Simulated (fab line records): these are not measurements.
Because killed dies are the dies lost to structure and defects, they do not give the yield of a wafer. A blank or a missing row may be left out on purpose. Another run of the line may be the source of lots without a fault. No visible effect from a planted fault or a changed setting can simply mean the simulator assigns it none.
A struck lot beside a sound one | flow gf180mcu | 27 steps out of a route of 602
Sound: wafers L542.1, L542.4, L542.5. Struck: wafer L547.3 (L547.2, L547.6, from the same lot, were not struck and are left out); the cause is given at the end.
At each step with rows: each side's tool, then ch and its chambers, then its first start. Under that, the readings that differ: sound wafers | struck wafers | difference of the means | sigmas: that difference in standard deviations of wafers without a fault.
alike: same words and numbers on both sides, and readings whose means sit less than 2 such deviations apart. not compared: any withheld reading, any reading some wafer has no value for, any bound like >300 that may hide the same value, and any number with overlapping values for which the record gives no deviation.
The two part at a step that has a row with sigmas, a row that says differs or no value, or rows on one side only. Non-overlapping numbers with no deviation appear without sigmas and do not part them. A reading missing from all wafers of one side parts the sides only when that side holds two or more wafers.

first, 2 steps without rows for these wafers: GF_V4_SPUTTER_22 (material TiN, target thk 10 nm, time 40 s); GF_V4_CVD_23 (deposits W, target thk 350 nm, time 104.9 s).
GF_V4_RS_MEAS_24: measures by four-point-probe.
  sound on film_metro-01, day 25 13:10; struck on film_metro-03, day 27 12:58
  alike: V4_W_RS
GF_V4_THK_MEAS_25: measures by xrf.
  sound on film_metro-01, day 25 13:17; struck on film_metro-03, day 27 13:04
  alike: V4_W_THK
then, 1 step without rows for these wafers: GF_V4_CMP_26 (polishes, stops on SiO2, t overpolish 15 s, target thk 0 nm).
GF_MIM_SPUTTER_00: material Ti, target thk 37.5 nm, time 150 s.
  sound on pvd_sputter-04, day 25 13:38; struck on pvd_sputter-02, day 27 13:25
  alike: throttle_valve_pct
GF_MIM_SPUTTER_01: material TiN, target thk 30 nm, time 25 s.
  sound on pvd_sputter-04, day 25 13:44; struck on pvd_sputter-02, day 27 13:31
  alike: throttle_valve_pct
then, 2 steps without rows for these wafers: GF_MIM_SPUTTER_02 (material AlCu, target thk 450 nm, time 23.9 s); GF_MIM_SPUTTER_03 (material Ti, target thk 10 nm, time 6.7 s).
GF_MIM_SPUTTER_04: material TiN, target thk 50 nm, time 41.7 s.
  sound on pvd_sputter-04, day 25 13:50; struck on pvd_sputter-02, day 27 13:37
  alike: throttle_valve_pct
then, 1 step without rows for these wafers: GF_MIM_CVD_05 (deposits Si3N4, target thk 42 nm, time 29.086 s).
GF_MIM_THK_MEAS_06:
  sound on film_metro-04, day 25 13:54; struck on film_metro-04, day 27 13:41
  alike: MIM_CVD_05_THK
GF_MIM_SPUTTER_07: material TiN, target thk 60 nm, time 50 s.
  sound on pvd_sputter-02, day 25 13:58; struck on pvd_sputter-04, day 27 13:44
  reading                                 | sound             | struck | difference | sigmas
  model.TiN_of_MIM_SPUTTER_07.thk_nm (nm) | 58.41 58.44 57.28 | 45.2   | -12.8      |
  alike: throttle_valve_pct
GF_MIM_SPUTTER_08: material AlCu, target thk 200 nm, time 10.92 s.
  sound on pvd_sputter-02, day 25 14:00; struck on pvd_sputter-04, day 27 13:47
  alike: throttle_valve_pct
GF_MIM_SPUTTER_09: material TiN, target thk 35 nm, time 29.2 s.
  sound on pvd_sputter-02, day 25 14:02; struck on pvd_sputter-04, day 27 13:48
  alike: throttle_valve_pct
GF_MIM_RS_MEAS_10: measures by four-point-probe.
  sound on film_metro-04, day 25 14:04; struck on film_metro-01, day 27 13:52
  alike: MIM_ALCU_RS
GF_MIM_THK_MEAS_11: measures by xrf.
  sound on film_metro-04, day 25 14:11; struck on film_metro-01, day 27 13:58
  alike: MIM_ALCU_THK
then, 7 steps without rows for these wafers: GF_MIM_DEHYDRATE_12 (time 60 s); GF_MIM_HMDS_13 (prime time 60 s); GF_MIM_COAT_14 (resist thk 1000 nm); GF_MIM_SOFTBAKE_15 (time 60 s); GF_MIM_EXPOSE_16 (exposes mask FuseTop, target cd 2000 nm); GF_MIM_PEB_17; GF_MIM_DEVELOP_18 (develop time 60 s).
GF_MIM_METAL_ETCH_19: etches the open film in Cl2/BCl3, stops on Si3N4, target depth 324.5 nm, time 54.1 s.
  sound on rie_metal-03 ch 0,1, day 26 11:30; struck on rie_metal-03 ch 0, day 28 09:18
  reading                | sound                | struck | difference | sigmas
  oes_product_au (a.u.)  | 0.955 0.951 0.958    | 0.929  | -0.026     | -4
  throttle_valve_pct (%) | 28.276 28.284 28.254 | 28.295 | +0.024     | +2
  alike: drypump_motor_current_A
  not compared: rf_hours_counter_h
then, 1 step without rows for these wafers: GF_MIM_STRIP_20 (strips in O2/N2).
GF_PASSIVATION_PROBE_99:
  the record holds rows for the sound wafers here (prober-01, day 30 00:24) but none for the struck ones

== WHERE THEY PART ==
First at GF_MIM_METAL_ETCH_19; last, within this record, at GF_PASSIVATION_PROBE_99.

WHY: what the simulator had put in
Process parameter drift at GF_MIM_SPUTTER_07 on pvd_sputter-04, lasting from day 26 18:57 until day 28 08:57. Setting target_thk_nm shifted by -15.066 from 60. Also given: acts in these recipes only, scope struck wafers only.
